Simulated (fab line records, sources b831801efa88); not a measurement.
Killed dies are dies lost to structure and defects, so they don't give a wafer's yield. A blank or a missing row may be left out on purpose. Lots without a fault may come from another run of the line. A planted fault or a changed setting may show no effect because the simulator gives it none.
Tool commonality check | flow sky130 | 11 lots, 33 wafers sampled

WHY IT WAS OPENED
At SKY_CONTACT_THK_MEAS_01 the reading CONTACT_CVD_00_THK is flagged on 3 of 11 lots. Wafers without a fault read 75.1 nm, standard deviation 0.81.
Rule: a lot is flagged when every wafer of it that has a number lies more than 4 standard deviations from that mean, or none has a number. The other lots count as sound.

lot  | measured     | on            | CONTACT_CVD_00_THK (nm), wafer by wafer | flag
L342 | day 31 02:58 | film_metro-03 | 74.2 73.9 75.0                          |
L347 | day 32 17:53 | film_metro-02 | 64.4 64.1 65.6                          | FLAGGED
L351 | day 33 09:35 | film_metro-03 | 64.1 65.1 64.9                          | FLAGGED
L352 | day 33 21:01 | film_metro-04 | 65.2 64.3 65.9                          | FLAGGED
L354 | day 34 07:50 | film_metro-02 | 74.3 73.3 74.4                          |
L356 | day 35 01:59 | film_metro-02 | 75.6 76.2 76.1                          |
L358 | day 36 08:01 | film_metro-03 | 75.4 75.5 76.3                          |
L361 | day 36 14:28 | film_metro-02 | 74.0 75.7 74.8                          |
L363 | day 37 09:07 | film_metro-04 | 74.3 75.3 75.8                          |
L364 | day 37 14:29 | film_metro-03 | 73.8 74.8 74.7                          |
L365 | day 37 16:37 | film_metro-04 | 75.5 75.7 74.9                          |
The numbers of the flagged lots are 64.8 nm on average: -10.3 nm against the usual, or -13 standard deviations.

WHICH TOOL RAN EACH LOT
The record holds 4 process steps before the reading, out of a route of 708 steps. In each cell: the tool, then ch and the chambers that the sampled wafers went through, then the start.
lot  | flag    | SKY_LI_CONTACT_SPUTTER_19    | SKY_LOCAL_INTERCONNECT_SPUTTER_00 | SKY_LOCAL_INTERCONNECT_METAL_ETCH_14 | SKY_CONTACT_CVD_00
L342 |         | pvd_sputter-04, day 29 19:53 | pvd_sputter-01, day 29 20:45      | rie_metal-03 ch 0,1, day 31 02:14    | pecvd-03 ch 0,1, day 31 02:56
L347 | FLAGGED | pvd_sputter-02, day 31 12:49 | pvd_sputter-04, day 31 13:34      | rie_metal-03 ch 1, day 32 17:02      | pecvd-03 ch 1,2, day 32 17:50
L351 | FLAGGED | pvd_sputter-01, day 32 05:35 | pvd_sputter-01, day 32 06:20      | rie_metal-03 ch 0,1, day 33 08:54    | pecvd-03 ch 0,1, day 33 09:32
L352 | FLAGGED | pvd_sputter-02, day 32 16:49 | pvd_sputter-04, day 32 17:34      | rie_metal-01 ch 0,1, day 33 20:21    | pecvd-03 ch 0,2, day 33 20:59
L354 |         | pvd_sputter-01, day 33 03:39 | pvd_sputter-04, day 33 04:24      | rie_metal-01 ch 0, day 34 07:09      | pecvd-04 ch 0,1,2, day 34 07:47
L356 |         | pvd_sputter-01, day 33 20:51 | pvd_sputter-04, day 33 21:42      | rie_metal-02 ch 0,1, day 35 01:16    | pecvd-01 ch 0,1, day 35 01:56
L358 |         | pvd_sputter-04, day 35 03:37 | pvd_sputter-04, day 35 04:26      | rie_metal-03 ch 0,1, day 36 07:18    | pecvd-01 ch 0,1,2, day 36 07:59
L361 |         | pvd_sputter-01, day 35 10:52 | pvd_sputter-03, day 35 11:37      | rie_metal-02 ch 1, day 36 13:43      | pecvd-04 ch 1,2, day 36 14:24
L363 |         | pvd_sputter-04, day 36 05:06 | pvd_sputter-01, day 36 05:51      | rie_metal-02 ch 0,1, day 37 08:24    | pecvd-04 ch 0,2, day 37 09:03
L364 |         | pvd_sputter-04, day 36 10:51 | pvd_sputter-03, day 36 11:36      | rie_metal-02 ch 0,1, day 37 13:45    | pecvd-04 ch 0,1,2, day 37 14:27
L365 |         | pvd_sputter-02, day 36 12:25 | pvd_sputter-01, day 36 13:11      | rie_metal-02 ch 0,1, day 37 15:51    | pecvd-01 ch 0,1, day 37 16:34
What these steps do:
- SKY_LI_CONTACT_SPUTTER_19: material Ti, target thk 20 nm, time 106.37 s.
- SKY_LOCAL_INTERCONNECT_SPUTTER_00: material TiN, target thk 100 nm, time 83.3 s.
- SKY_LOCAL_INTERCONNECT_METAL_ETCH_14: etches TiN in Cl2/BCl3, stops on PSG, target depth 110 nm, time 31.4 s.
- SKY_CONTACT_CVD_00: deposits Si3N4, target thk 75 nm.
- SKY_CONTACT_THK_MEAS_01

FLAGGED OVER TOTAL, TOOL BY TOOL (the gauges that took the reading come last)
step                                 | tool           | lots run | flagged | share of the flagged lots | sound lots run after its first flagged lot
SKY_LI_CONTACT_SPUTTER_19            | pvd_sputter-01 | 4        | 1       | some                      | 3 (L354,L356,L361)
SKY_LI_CONTACT_SPUTTER_19            | pvd_sputter-02 | 3        | 2       | some                      | 1 (L365)
SKY_LI_CONTACT_SPUTTER_19            | pvd_sputter-04 | 4        | 0       | none                      | -
SKY_LOCAL_INTERCONNECT_SPUTTER_00    | pvd_sputter-01 | 4        | 1       | some                      | 2 (L363,L365)
SKY_LOCAL_INTERCONNECT_SPUTTER_00    | pvd_sputter-03 | 2        | 0       | none                      | -
SKY_LOCAL_INTERCONNECT_SPUTTER_00    | pvd_sputter-04 | 5        | 2       | some                      | 3 (L354,L356,L358)
SKY_LOCAL_INTERCONNECT_METAL_ETCH_14 | rie_metal-01   | 2        | 1       | some                      | 1 (L354)
SKY_LOCAL_INTERCONNECT_METAL_ETCH_14 | rie_metal-02   | 5        | 0       | none                      | -
SKY_LOCAL_INTERCONNECT_METAL_ETCH_14 | rie_metal-03   | 4        | 2       | some                      | 1 (L358)
SKY_CONTACT_CVD_00                   | pecvd-01       | 3        | 0       | none                      | -
SKY_CONTACT_CVD_00                   | pecvd-03       | 4        | 3       | all                       | 0
SKY_CONTACT_CVD_00                   | pecvd-04       | 4        | 0       | none                      | -
SKY_CONTACT_THK_MEAS_01              | film_metro-02  | 4        | 1       | some                      | 3 (L354,L356,L361)
SKY_CONTACT_THK_MEAS_01              | film_metro-03  | 4        | 1       | some                      | 2 (L358,L364)
SKY_CONTACT_THK_MEAS_01              | film_metro-04  | 3        | 1       | some                      | 2 (L363,L365)

WHAT THE TABLE ALLOWS
1 row of the table ran every flagged lot: pecvd-03 at SKY_CONTACT_CVD_00.
- pecvd-03 at SKY_CONTACT_CVD_00: 3 of its 4 lots flagged. Its last sound lot is L342 (day 31 02:56), its first flagged lot L347 (day 32 17:50): a fault that began between those two fits.
One tool is left: pecvd-03 at SKY_CONTACT_CVD_00.

WHAT THE SIMULATOR HAD PUT IN
Site profile drift: pecvd-03, from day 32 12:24 on, at SKY_CONTACT_CVD_00. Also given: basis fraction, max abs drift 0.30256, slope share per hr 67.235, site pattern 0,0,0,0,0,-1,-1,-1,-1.
Lots struck among those shown: L347, L351, L352. The rule above found the same.
